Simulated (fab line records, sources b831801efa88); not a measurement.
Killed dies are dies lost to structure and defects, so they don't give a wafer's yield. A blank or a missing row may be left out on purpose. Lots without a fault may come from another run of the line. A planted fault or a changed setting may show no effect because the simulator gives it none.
Which tool did it? | flow sky130 | 15 lots, 45 wafers sampled, at 3 steps of a route of 708

WHAT THE GAUGES READ, wafer by wafer
SKY_VIA3_OVL_MEAS_13. Usual: VIA3_OVL -4 nm, standard deviation 5.8.
lot  | measured     | on         | VIA3_OVL (nm) | flag
L843 | day 41 03:16 | overlay-02 | 8 2 6         |
L844 | day 41 05:40 | overlay-01 | -5 -1 -3      |
L846 | day 41 16:32 | overlay-02 | -18 -9 -3     |
L847 | day 42 00:17 | overlay-01 | -3 -5 -6      |
L848 | day 42 08:31 | overlay-02 | 5 0 -1        |
L849 | day 42 17:52 | overlay-01 | -4 -5 1       |
L851 | day 43 00:47 | overlay-02 | -5 -5 -5      |
L852 | day 43 10:11 | overlay-01 | -4 -7 -4      |
L853 | day 43 15:28 | overlay-02 | -5 -14 -4     |
L858 | day 45 00:20 | overlay-01 | -6 -4 -5      |
L859 | day 45 01:28 | overlay-02 | 4 3 -5        |
L860 | day 45 04:33 | overlay-02 | 2 -8 2        |
L862 | day 45 20:32 | overlay-01 | 6 4 -2        |
L863 | day 45 22:12 | overlay-02 | -1 -5 -10     |
L866 | day 46 12:31 | overlay-01 | -10 -11 -8    |

WHICH TOOL RAN EACH LOT (tool, then ch and the chambers of the sampled wafers, then the start)
lot  | SKY_VIA2_CMP_02               | SKY_METAL3_STRIP_19
L843 | cmp-02 ch 0,1,3, day 36 15:51 | plasma_asher-03 ch 0,1, day 40 00:32
L844 | cmp-02 ch 1,2,3, day 36 18:37 | plasma_asher-02 ch 0,1, day 40 03:10
L846 | cmp-02 ch 1,2,3, day 37 06:14 | plasma_asher-02 ch 0,1, day 40 15:04
L847 | cmp-02 ch 1,2, day 37 14:40   | plasma_asher-04 ch 0,1, day 40 22:55
L848 | cmp-01 ch 0,1, day 38 00:31   | plasma_asher-04 ch 0,1, day 41 08:07
L849 | cmp-01 ch 0,1, day 38 10:41   | plasma_asher-02 ch 0,1, day 41 18:03
L851 | cmp-02 ch 0,1,2, day 38 20:42 | plasma_asher-03 ch 0,1, day 42 02:14
L852 | cmp-01 ch 0,1, day 39 08:05   | plasma_asher-02 ch 0,1, day 42 11:59
L853 | cmp-02 ch 1,2,3, day 39 13:37 | plasma_asher-02 ch 0,1, day 42 17:13
L858 | cmp-01 ch 1,2, day 41 04:04   | plasma_asher-03 ch 0,1, day 44 00:31
L859 | cmp-01 ch 0,3, day 41 04:48   | plasma_asher-04 ch 0,1, day 44 01:40
L860 | cmp-01 ch 2,3, day 41 09:41   | plasma_asher-03 ch 1, day 44 05:04
L862 | cmp-02 ch 0,1, day 42 01:01   | plasma_asher-02 ch 0,1, day 44 20:16
L863 | cmp-02 ch 0,1,2, day 42 03:02 | plasma_asher-04 ch 0, day 44 21:58
L866 | cmp-02 ch 0,2,3, day 42 20:32 | plasma_asher-04 ch 0,1, day 45 13:37
- SKY_VIA2_CMP_02: polishes SiO2.
- SKY_METAL3_STRIP_19: strips in O2/N2.

WHAT THE TOOLS THEMSELVES READ (means of the sampled wafers that have a number; where no wafer has one, the mark that the record gives instead)
SKY_VIA2_CMP_02. Usual: head_pressure_psi 3.999 psi, standard deviation 0.008; motor_current_A 11.5 A, standard deviation 0.78; retaining_ring_pressure_frac 1.000, standard deviation 0.0048; slurry_flow_ml_min 150.0, standard deviation 0.49.
lot  | tool   | head_pressure_psi (psi) | motor_current_A (A) | retaining_ring_pressure_frac | slurry_flow_ml_min | flag
L843 | cmp-02 | 4.004                   | 11.2                | 0.999                        | 149.9              |
L844 | cmp-02 | 3.994                   | 11.3                | 0.996                        | 149.9              |
L846 | cmp-02 | 3.995                   | 11.1                | 1.000                        | 150.1              |
L847 | cmp-02 | 4.000                   | 11.2                | 1.004                        | 149.8              |
L848 | cmp-01 | 4.003                   | 12.0                | 1.004                        | 150.3              |
L849 | cmp-01 | 4.001                   | 11.7                | 1.000                        | 150.1              |
L851 | cmp-02 | 4.000                   | 11.1                | 1.002                        | 150.3              |
L852 | cmp-01 | 4.000                   | 12.5                | 1.000                        | 150.1              |
L853 | cmp-02 | 3.999                   | 11.1                | 0.997                        | 149.7              |
L858 | cmp-01 | 4.003                   | 11.6                | 1.000                        | 150.1              |
L859 | cmp-01 | 4.003                   | 11.9                | 1.001                        | 150.1              |
L860 | cmp-01 | 3.996                   | 12.6                | 0.996                        | 149.5              |
L862 | cmp-02 | 3.988                   | 10.7                | 0.997                        | 150.8              |
L863 | cmp-02 | 3.998                   | 11.0                | 1.000                        | 150.2              |
L866 | cmp-02 | 3.997                   | 11.2                | 0.999                        | 150.5              |

SKY_METAL3_STRIP_19. Usual: chamber_pressure_mTorr 1500.1 mTorr, standard deviation 1.5; drypump_motor_current_A 6.1 A, standard deviation 0.44; o2_flow_sccm 2999 sccm, standard deviation 9.4; oes_product_au 0.502 a.u., standard deviation 0.0051; strip_time_to_endpoint_s 6.53 s, standard deviation 0.061.
lot  | tool            | chamber_pressure_mTorr (mTorr) | drypump_motor_current_A (A) | o2_flow_sccm (sccm) | oes_product_au (a.u.) | strip_time_to_endpoint_s (s) | flag
L843 | plasma_asher-03 | 1499.7                         | 6.5                         | 2998                | 0.501                 | 6.54                         |
L844 | plasma_asher-02 | 1501.4                         | 5.6                         | 2993                | 0.501                 | 6.51                         |
L846 | plasma_asher-02 | 1499.9                         | 5.6                         | 2993                | 0.502                 | 6.49                         |
L847 | plasma_asher-04 | 1500.5                         | 6.4                         | 3008                | 0.498                 | 6.49                         |
L848 | plasma_asher-04 | 1499.9                         | 6.4                         | 2998                | 0.497                 | 6.58                         |
L849 | plasma_asher-02 | 1500.0                         | 5.6                         | 3004                | 0.504                 | 6.52                         |
L851 | plasma_asher-03 | 1499.1                         | 6.2                         | 3003                | 0.508                 | 6.61                         |
L852 | plasma_asher-02 | 1499.4                         | 5.6                         | 2998                | 0.503                 | 6.53                         |
L853 | plasma_asher-02 | 1500.6                         | 5.8                         | 3008                | 0.500                 | 6.51                         |
L858 | plasma_asher-03 | 1499.2                         | 6.5                         | 2994                | 0.507                 | 6.56                         |
L859 | plasma_asher-04 | 1499.8                         | 6.4                         | 3004                | 0.502                 | 6.53                         |
L860 | plasma_asher-03 | 1500.3                         | 6.8                         | 2998                | 0.505                 | 6.58                         |
L862 | plasma_asher-02 | 1501.3                         | 5.8                         | 3002                | 0.503                 | 6.56                         |
L863 | plasma_asher-04 | 1500.9                         | 6.5                         | 2999                | 0.503                 | 6.54                         |
L866 | plasma_asher-04 | 1499.6                         | 6.4                         | 3005                | 0.503                 | 6.60                         |

THE ANSWER, worked out from the rows above alone
Rule: a lot is off if the mean of its wafers that have a number lies more than 3 standard deviations from the usual mean. A lot without any number at a reading at which 4 lots or more have one is off too. The other lots that the step has rows for count as sound. The gauges are gone through in route order, then the tools' own readings, and for those a lot's mean is taken as printed above. The first step at which some lot is off is used, and at that step the reading that is off furthest; a lot without a number counts as furthest.
No lot is off at any reading shown: from this, nothing can be told.

WHAT THE SIMULATOR HAD PUT IN
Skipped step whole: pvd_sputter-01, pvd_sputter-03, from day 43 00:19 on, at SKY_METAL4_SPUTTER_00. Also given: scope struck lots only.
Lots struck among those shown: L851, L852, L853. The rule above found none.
